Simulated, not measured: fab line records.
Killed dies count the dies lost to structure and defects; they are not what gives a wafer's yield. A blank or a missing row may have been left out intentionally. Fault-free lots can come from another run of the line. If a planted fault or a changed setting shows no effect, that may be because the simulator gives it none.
The tool behind it: which one? || flow sky130 || 12 lots (36 wafers sampled), 1 step of a 708-step route

WHAT EACH GAUGE READ, for each wafer
SKY_CONTACT_OVL_MEAS_15.
{"lot": "L075", "measured": "day 31 19:58", "on": "overlay-02", "CONTACT_OVL (nm)": "-1 -3 -1"}
{"lot": "L077", "measured": "day 33 06:31", "on": "overlay-01", "CONTACT_OVL (nm)": "10 4 0"}
{"lot": "L080", "measured": "day 33 23:17", "on": "overlay-01", "CONTACT_OVL (nm)": "-1 0 -2"}
{"lot": "L081", "measured": "day 34 03:19", "on": "overlay-02", "CONTACT_OVL (nm)": "-4 -7 -3"}
{"lot": "L083", "measured": "day 34 15:32", "on": "overlay-01", "CONTACT_OVL (nm)": "8 17 10"}
{"lot": "L084", "measured": "day 35 10:31", "on": "overlay-01", "CONTACT_OVL (nm)": "4 2 4"}
{"lot": "L087", "measured": "day 35 20:29", "on": "overlay-01", "CONTACT_OVL (nm)": "9 9 5"}
{"lot": "L089", "measured": "day 36 14:32", "on": "overlay-02", "CONTACT_OVL (nm)": "-1 -5 -6"}
{"lot": "L091", "measured": "day 37 01:44", "on": "overlay-01", "CONTACT_OVL (nm)": "4 2 4"}
{"lot": "L093", "measured": "day 37 14:01", "on": "overlay-02", "CONTACT_OVL (nm)": "-1 -2 -1"}
{"lot": "L095", "measured": "day 38 02:53", "on": "overlay-02", "CONTACT_OVL (nm)": "6 2 4"}
{"lot": "L097", "measured": "day 39 03:13", "on": "overlay-01", "CONTACT_OVL (nm)": "2 -4 -3"}

TOOL THAT RAN EACH LOT (tool first, then ch and the chambers of the sampled wafers, then the start)
There is no process step in the record ahead of these readings.

THE ANSWER, worked out from the rows above alone
Rule: the lots themselves supply what counts as usual. The widest of any qualifying gaps counts: lots, ordered by their means at a reading, are off when they make up no more than a third of the lots, leave a main group of 4 or more, and stand apart from it by 3 or more times the standard deviation of that group's means. A main group whose means are all the same, to the digits that the tables above print for the reading, isn't used. A lot without any number at a reading at which 4 lots or more have one is off too. The other lots that the step has rows for count as sound.
No lot is off at any reading shown: from this, nothing can be told.

WHAT THE SIMULATOR PUT IN
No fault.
